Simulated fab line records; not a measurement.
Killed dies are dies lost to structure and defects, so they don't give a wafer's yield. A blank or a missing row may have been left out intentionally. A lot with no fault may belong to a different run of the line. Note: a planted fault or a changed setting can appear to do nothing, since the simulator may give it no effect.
A lot that was struck, set against a sound lot ; flow sky130 ; 15 out of 708 route steps
Sound: wafers L313.1, L313.2, L313.4. Wafers L316.1, L316.3, L316.5 were the ones struck. Last of all comes the cause.
For every step that has rows: the tool of each side, followed by ch and its chambers, followed by its first start. Under that, the readings that differ: sound wafers ; struck wafers ; difference of the means ; sigmas: that difference in standard deviations of wafers without a fault.
alike: words and numbers the same on both sides, and readings whose means are apart by under 2 such deviations; not compared: readings that were withheld, readings missing a value for some wafer, numbers with overlapping values and no deviation given by the record, and bounds like >300 which may hide the same value.
Wherever a step has rows on one side only, a row that says differs or no value, or a row with sigmas, the two part there. Non-overlapping numbers with no deviation appear without sigmas and do not part them. Lack of a reading on every wafer of one side parts them only where that side has two or more wafers.

first, 7 steps without rows for these wafers: SKY_PAD_OPEN_DEHYDRATE_00 (time 60 s); SKY_PAD_OPEN_HMDS_01 (prime time 60 s); SKY_PAD_OPEN_COAT_02 (resist thk 3000 nm); SKY_PAD_OPEN_SOFTBAKE_03; SKY_PAD_OPEN_EXPOSE_04 (exposes mask PDM, target cd 60000 nm); SKY_PAD_OPEN_PEB_05; SKY_PAD_OPEN_DEVELOP_06 (develop time 60 s).
SKY_PAD_OPEN_ETCH_07: etches the open film in CF4/O2, stops on AlCu, target depth 725 nm, time 161.1 s.
  sound on rie_diel-01 ch 0,1,2, day 49 09:37; struck on rie_diel-02 ch 0,1,3, day 50 02:58
  alike: cf4_flow_sccm, drypump_motor_current_A, oes_product_au, throttle_valve_pct
  not compared: rf_hours_counter_h
SKY_PAD_OPEN_STRIP_08: strips in O2/N2.
  sound on plasma_asher-02 ch 0,1, day 49 09:43; struck on plasma_asher-02 ch 0,1, day 50 03:04
  alike: drypump_motor_current_A, oes_product_au
  not compared: rf_hours_counter_h
then, 3 steps without rows for these wafers: SKY_PAD_OPEN_STRIP_09 (strips in post etch residue remover, time 1200 s); SKY_PAD_OPEN_CLEAN_10 (cleans in IPA, time 180 s); SKY_PAD_OPEN_CLEAN_11 (cleans in O3/DIW).
SKY_PAD_OPEN_ANNEAL_12:
  sound on furnace-01 ch 0, day 49 10:18; struck on furnace-02 ch 0, day 50 03:49
reading;sound;struck;difference;sigmas
spike_tc_bottom_C (C);424.7 423.9 424.5;398.8 399.5 401.7;-24.4;-25
spike_tc_centre_C (C);399.6 400.4 401.0;373.6 374.9 375.1;-25.8;-27
spike_tc_lower_C (C);403.5 400.5 403.0;373.8 373.2 373.9;-28.7;-15
spike_tc_top_C (C);429.3 429.7 428.4;401.6 402.3 402.0;-27.2;-23
spike_tc_upper_C (C);398.0 399.1 397.6;374.8 372.5 374.0;-24.5;-22
zone_power_bottom_pct (%);6.22 6.21 6.20;5.39 5.34 5.39;-0.84;-6
zone_power_centre_pct (%);4.58 4.53 4.65;4.20 4.17 4.22;-0.39;-8
  alike: zone_power_top_pct
SKY_PAD_OPEN_BOW_MEAS_13:
  sound on film_metro-01 at day 49 11:48; struck on film_metro-01 at day 50 05:19
  alike: PAD_OPEN_BOW
SKY_PAD_OPEN_PROBE_99:
  the record has rows for the sound wafers here (prober-02, day 49 11:55) and none for the struck ones

WHERE THEY PART
First at SKY_PAD_OPEN_ANNEAL_12; last, within this record, at SKY_PAD_OPEN_PROBE_99.

WHY: whatever the simulator had introduced
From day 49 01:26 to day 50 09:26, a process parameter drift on furnace-02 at SKY_PAD_OPEN_ANNEAL_12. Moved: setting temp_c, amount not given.
